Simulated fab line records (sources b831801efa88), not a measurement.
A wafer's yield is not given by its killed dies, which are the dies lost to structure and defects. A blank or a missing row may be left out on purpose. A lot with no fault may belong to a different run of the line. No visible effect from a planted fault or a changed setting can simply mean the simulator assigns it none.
What tool caused it? ; flow sky130 ; 72 wafers from 24 lots sampled at 6 of the route's 708 steps

WHAT THE GAUGES SHOWED, per wafer
SKY_NWELL_RS_MEAS_31: measures by four-point-probe.
lot;measured;on;PWDE_RS (ohm/sq)
L074;day 5 09:20;film-metro-03;5256 5273 5264
L075;day 5 17:19;film-metro-02;5307 5320 5316
L076;day 5 23:41;film-metro-02;5247 5261 5243
L077;day 6 06:17;film-metro-02;5276 5300 5298
L078;day 6 09:05;film-metro-03;5276 5297 5279
L079;day 6 15:47;film-metro-01;5269 5245 5251
L080;day 6 20:24;film-metro-03;5262 5236 5242
L081;day 7 01:41;film-metro-02;5292 5278 5289
L082;day 7 14:03;film-metro-01;5282 5284 5299
L083;day 7 16:38;film-metro-03;5293 5271 5261
L084;day 8 00:17;film-metro-02;5295 5298 5292
L085;day 8 04:21;film-metro-03;5295 5328 5311
L086;day 8 11:14;film-metro-01;5283 5274 5282
L087;day 8 19:21;film-metro-01;5274 5278 5286
L088;day 9 00:24;film-metro-03;5291 5263 5285
L089;day 9 06:56;film-metro-03;5281 5274 5258
L090;day 9 09:56;film-metro-02;5267 5293 5267
L091;day 9 14:24;film-metro-03;5276 5271 5278
L092;day 9 22:40;film-metro-02;5288 5291 5309
L093;day 10 06:39;film-metro-03;5294 5300 5287
L094;day 10 13:16;film-metro-01;5260 5256 5257
L095;day 11 00:00;film-metro-02;5240 5264 5248
L096;day 11 07:40;film-metro-02;5268 5266 5272
L097;day 11 10:34;film-metro-03;5295 5280 5276

SKY_CONTACT_OVL_MEAS_15.
lot;measured;on;CONTACT_OVL (nm)
L074;day 31 18:24;overlay-02;-12 1 0
L075;day 32 05:13;overlay-02;-6 -3 0
L076;day 32 21:47;overlay-01;-3 0 0
L077;day 33 04:11;overlay-01;4 -3 -6
L078;day 33 06:55;overlay-01;-1 2 -1
L079;day 33 13:55;overlay-01;2 1 5
L080;day 33 23:43;overlay-01;6 11 6
L081;day 34 02:43;overlay-02;0 -4 -1
L082;day 35 00:27;overlay-02;5 7 8
L083;day 34 23:33;overlay-02;-2 2 2
L084;day 35 07:58;overlay-01;-6 -3 -4
L085;day 35 15:24;overlay-01;4 1 -2
L086;day 36 10:37;overlay-02;-12 0 -9
L087;day 36 12:04;overlay-02;9 18 8
L088;day 36 13:34;overlay-02;-3 3 2
L089;day 36 16:08;overlay-02;1 -5 1
L090;day 37 05:16;overlay-02;0 1 4
L091;day 37 06:45;overlay-01;1 6 0
L092;day 37 10:00;overlay-01;5 6 10
L093;day 38 00:16;overlay-02;6 3 7
L094;day 38 07:30;overlay-01;0 0 4
L095;day 38 20:03;overlay-02;-7 -1 -2
L096;day 39 01:00;overlay-01;-1 -2 -9
L097;day 39 03:44;overlay-01;-1 -3 1

SKY_VIA1_CD_MEAS_12: target cd 150 nm.
lot;measured;on;cd-nm (nm)
L074;day 34 03:34;cd-sem-02;148.7 147.4 148.0
L075;day 34 14:58;cd-sem-01;152.9 152.9 151.9
L076;day 35 07:04;cd-sem-01;148.9 148.2 149.5
L077;day 35 13:44;cd-sem-02;150.2 150.6 149.4
L078;day 35 15:34;cd-sem-02;150.0 150.9 150.9
L079;day 35 21:46;cd-sem-01;151.2 152.5 152.2
L080;day 36 08:20;cd-sem-02;147.4 146.3 146.8
L081;day 36 11:44;cd-sem-02;149.5 152.1 150.3
L082;day 37 08:47;cd-sem-02;150.7 149.5 149.4
L083;day 37 08:26;cd-sem-01;149.3 149.6 149.5
L084;day 37 15:58;cd-sem-02;151.1 150.1 151.0
L085;day 37 22:53;cd-sem-01;150.2 150.1 150.7
L086;day 38 17:23;cd-sem-02;149.0 148.7 150.1
L087;day 38 19:38;cd-sem-01;148.5 149.1 149.0
L088;day 38 20:46;cd-sem-01;150.9 150.5 151.9
L089;day 38 23:46;cd-sem-01;151.1 150.7 149.7
L090;day 39 12:05;cd-sem-01;150.1 151.7 151.9
L091;day 39 13:32;cd-sem-02;149.9 149.1 150.6
L092;day 39 16:16;cd-sem-01;148.8 149.9 150.4
L093;day 40 06:26;cd-sem-02;147.7 148.4 148.0
L094;day 40 11:15;cd-sem-02;154.0 152.9 152.5
L095;day 40 23:58;cd-sem-02;150.1 152.2 150.9
L096;day 41 05:25;cd-sem-01;150.4 150.7 151.6
L097;day 41 08:53;cd-sem-02;153.2 151.9 152.4

WHAT TOOL EACH LOT RAN ON (gives the tool, then ch and the chambers of the sampled wafers, and finally the start)
lot;SKY_FIELD_ISO_ETCH_17;SKY_LI_CONTACT_ETCH_15;SKY_CONTACT_CMP_04
L074;rie-si-02 ch 0,2,3, day 2 07:11;rie-diel-02 ch 2,3, day 29 07:04;cmp-02 ch 1,2, day 30 14:06
L075;rie-si-01 ch 0,3, day 2 12:23;rie-diel-03 ch 0,2,3, day 29 18:23;cmp-02 ch 0,1, day 31 00:21
L076;rie-si-02 ch 2,3, day 2 16:55;rie-diel-04 ch 0,1,3, day 30 12:31;cmp-01 ch 0,1, day 31 18:10
L077;rie-si-02 ch 1,2, day 2 20:53;rie-diel-03 ch 0,2,3, day 30 18:04;cmp-01 ch 0,1,2, day 32 00:29
L078;rie-si-02 ch 1,2, day 3 02:26;rie-diel-02 ch 1,2, day 30 21:31;cmp-01 ch 2,3, day 32 03:29
L079;rie-si-01 ch 0,1,3, day 3 06:47;rie-diel-02 ch 2,3, day 31 05:11;cmp-01 ch 0,1,2, day 32 11:08
L080;rie-si-02 ch 0,2, day 3 12:35;rie-diel-04 ch 0,1,3, day 31 14:20;cmp-02 ch 0,3, day 32 20:12
L081;rie-si-01 ch 1,3, day 3 16:40;rie-diel-04 ch 0,1,3, day 31 17:19;cmp-01 ch 0,1,2, day 32 23:19
L082;rie-si-01 ch 1,2,3, day 4 01:05;rie-diel-02 ch 0,1, day 32 15:38;cmp-02 ch 0,2, day 33 21:02
L083;rie-si-01 ch 0,1,2, day 4 04:07;rie-diel-02 ch 0,1,3, day 32 14:56;cmp-01 ch 0,1,3, day 33 20:28
L084;rie-si-01 ch 2,3, day 4 08:49;rie-diel-03 ch 0,2,3, day 32 23:02;cmp-02 ch 0,2,3, day 34 04:33
L085;rie-si-01 ch 0,2, day 4 14:43;rie-diel-03 ch 0,3, day 33 07:41;cmp-01 ch 0,1,3, day 34 12:48
L086;rie-si-02 ch 1,2, day 4 19:56;rie-diel-03 ch 2,3, day 34 01:59;cmp-01 ch 0,1,3, day 35 07:44
L087;rie-si-02 ch 0,3, day 5 03:35;rie-diel-02 ch 0,1,2, day 34 04:05;cmp-02 ch 0,1,3, day 35 09:33
L088;rie-si-01 ch 0,2,3, day 5 07:10;rie-diel-03 ch 0,1,2, day 34 05:20;cmp-02 ch 1,2, day 35 10:38
L089;rie-si-02 ch 1,2, day 5 12:53;rie-diel-04 ch 0,1,2, day 34 07:31;cmp-02 ch 0,1,2, day 35 12:51
L090;rie-si-01 ch 0,1,2, day 5 17:23;rie-diel-03 ch 0,1,3, day 34 21:11;cmp-01 ch 0,2,3, day 36 02:39
L091;rie-si-02 ch 1,2,3, day 5 21:25;rie-diel-03 ch 0,3, day 34 22:14;cmp-02 ch 0,1, day 36 03:53
L092;rie-si-02 ch 1,2, day 6 04:04;rie-diel-04 ch 1,2,3, day 35 02:17;cmp-01 ch 0,1,2, day 36 07:29
L093;rie-si-01 ch 0,2,3, day 6 07:46;rie-diel-04 ch 0,1, day 35 17:44;cmp-02 ch 0,1,3, day 36 21:54
L094;rie-si-01 ch 1,3, day 6 13:14;rie-diel-04 ch 2,3, day 36 00:16;cmp-02 ch 0,1, day 37 04:29
L095;rie-si-01 ch 1,3, day 6 18:59;rie-diel-02 ch 1,2,3, day 36 12:22;cmp-01 ch 0,1,3, day 37 17:25
L096;rie-si-01 ch 1,2,3, day 6 23:50;rie-diel-04 ch 0,1,3, day 36 18:05;cmp-02 ch 1,2, day 37 23:00
L097;rie-si-01 ch 2,3, day 7 04:19;rie-diel-04 ch 0,1, day 36 21:02;cmp-01 ch 0,1,2, day 38 01:54
- SKY_FIELD_ISO_ETCH_17: etches Si in HBr/Cl2/O2, target depth 342 nm, time 97.7 s.
- SKY_LI_CONTACT_ETCH_15: etches PSG in C4F8/O2/Ar, stops on Si, target depth 600 nm.
- SKY_CONTACT_CMP_04: polishes SiO2.

AS READ BY THE TOOLS THEMSELVES (means over the sampled wafers that have a number; for cases with no such wafer, the mark the record gives instead)
SKY_FIELD_ISO_ETCH_17.
lot;tool;O2_flow_sccm (sccm);drypump-motor-current-A (A);oes-product-au (a.u.);rf-fwd-power-W (W);throttle-valve-pct (%)
L074;rie-si-02;6.011;5.4;0.997;596.8;25.653
L075;rie-si-01;5.991;5.5;1.000;595.7;25.655
L076;rie-si-02;6.003;5.3;1.009;596.6;25.654
L077;rie-si-02;5.990;5.5;1.000;594.4;25.655
L078;rie-si-02;6.007;5.4;1.003;595.8;25.663
L079;rie-si-01;5.999;5.4;0.999;597.0;25.657
L080;rie-si-02;6.005;5.5;1.006;596.3;25.655
L081;rie-si-01;5.999;5.7;1.000;597.0;25.659
L082;rie-si-01;5.992;5.3;1.002;595.7;25.654
L083;rie-si-01;6.004;4.9;1.002;594.9;25.657
L084;rie-si-01;6.005;5.7;0.987;599.6;25.669
L085;rie-si-01;5.994;4.9;0.998;593.8;25.657
L086;rie-si-02;5.998;5.4;0.987;595.9;25.656
L087;rie-si-02;5.997;5.4;1.006;595.7;25.657
L088;rie-si-01;6.006;5.4;0.999;596.0;25.655
L089;rie-si-02;5.995;5.5;1.002;596.3;25.657
L090;rie-si-01;6.002;4.9;0.997;595.7;25.658
L091;rie-si-02;6.007;5.4;0.994;594.3;25.663
L092;rie-si-02;6.021;5.4;0.998;596.5;25.657
L093;rie-si-01;5.983;5.4;0.998;596.4;25.662
L094;rie-si-01;6.002;5.3;0.995;598.2;25.658
L095;rie-si-01;5.988;5.8;0.994;595.8;25.664
L096;rie-si-01;5.990;5.3;0.996;596.6;25.655
L097;rie-si-01;6.008;5.2;0.997;595.5;25.653

SKY_LI_CONTACT_ETCH_15.
lot;tool;oes-product-au (a.u.);rf-fwd-power-W (W)
L074;rie-diel-02;0.837;1494
L075;rie-diel-03;0.840;1494
L076;rie-diel-04;0.832;1492
L077;rie-diel-03;0.837;1493
L078;rie-diel-02;0.835;1493
L079;rie-diel-02;0.840;1495
L080;rie-diel-04;0.840;1490
L081;rie-diel-04;0.833;1493
L082;rie-diel-02;0.836;1488
L083;rie-diel-02;0.836;1498
L084;rie-diel-03;0.836;1496
L085;rie-diel-03;0.835;1495
L086;rie-diel-03;0.840;1492
L087;rie-diel-02;0.841;1491
L088;rie-diel-03;0.838;1493
L089;rie-diel-04;0.836;1495
L090;rie-diel-03;0.836;1494
L091;rie-diel-03;0.843;1494
L092;rie-diel-04;0.833;1491
L093;rie-diel-04;0.838;1493
L094;rie-diel-04;0.838;1493
L095;rie-diel-02;0.837;1492
L096;rie-diel-04;0.838;1487
L097;rie-diel-04;0.839;1494

SKY_CONTACT_CMP_04.
lot;tool;motor-current-A (A);slurry-flow-ml-min;time-to-endpoint-s (s)
L074;cmp-02;12.6;150.3;84.8
L075;cmp-02;11.7;149.9;87.2
L076;cmp-01;12.0;149.7;83.3
L077;cmp-01;12.4;149.8;84.1
L078;cmp-01;12.5;149.7;80.6
L079;cmp-01;12.2;150.7;87.6
L080;cmp-02;11.0;149.6;85.3
L081;cmp-01;12.1;150.2;82.0
L082;cmp-02;12.6;149.8;82.9
L083;cmp-01;12.3;149.6;85.6
L084;cmp-02;12.0;150.3;86.8
L085;cmp-01;12.4;150.0;79.4
L086;cmp-01;12.1;150.1;84.3
L087;cmp-02;11.3;149.8;86.0
L088;cmp-02;13.0;150.2;85.7
L089;cmp-02;12.8;149.9;82.5
L090;cmp-01;11.8;150.0;83.7
L091;cmp-02;12.2;150.0;80.9
L092;cmp-01;12.5;150.2;81.4
L093;cmp-02;10.8;149.9;83.6
L094;cmp-02;12.0;150.3;84.1
L095;cmp-01;12.2;150.4;83.9
L096;cmp-02;12.0;151.0;80.9
L097;cmp-01;12.2;150.4;82.6

THE ANSWER, worked out from the rows above alone
Rule: what is usual is taken from the lots themselves. The widest of any qualifying gaps counts: lots, ordered by their means at a reading, are off when they make up no more than a third of the lots, leave a main group of 4 or more, and stand apart from it by 3 or more times the standard deviation of that group's means. A main group whose means are all the same, to the digits that the tables above print for the reading, isn't used. Also off: a lot with no number at a reading for which 4 or more lots have one. Where the step has rows for the other lots, those lots are counted as sound. After the gauges, taken in route order, come the tools' own readings; for these a lot's mean is taken, as printed above. The first step at which some lot is off is used, and at that step the reading that is off furthest; a lot without a number counts as furthest.
Across all readings shown, no lot is off: no conclusion can be drawn from this.

WHAT THE SIMULATOR HAD INSERTED
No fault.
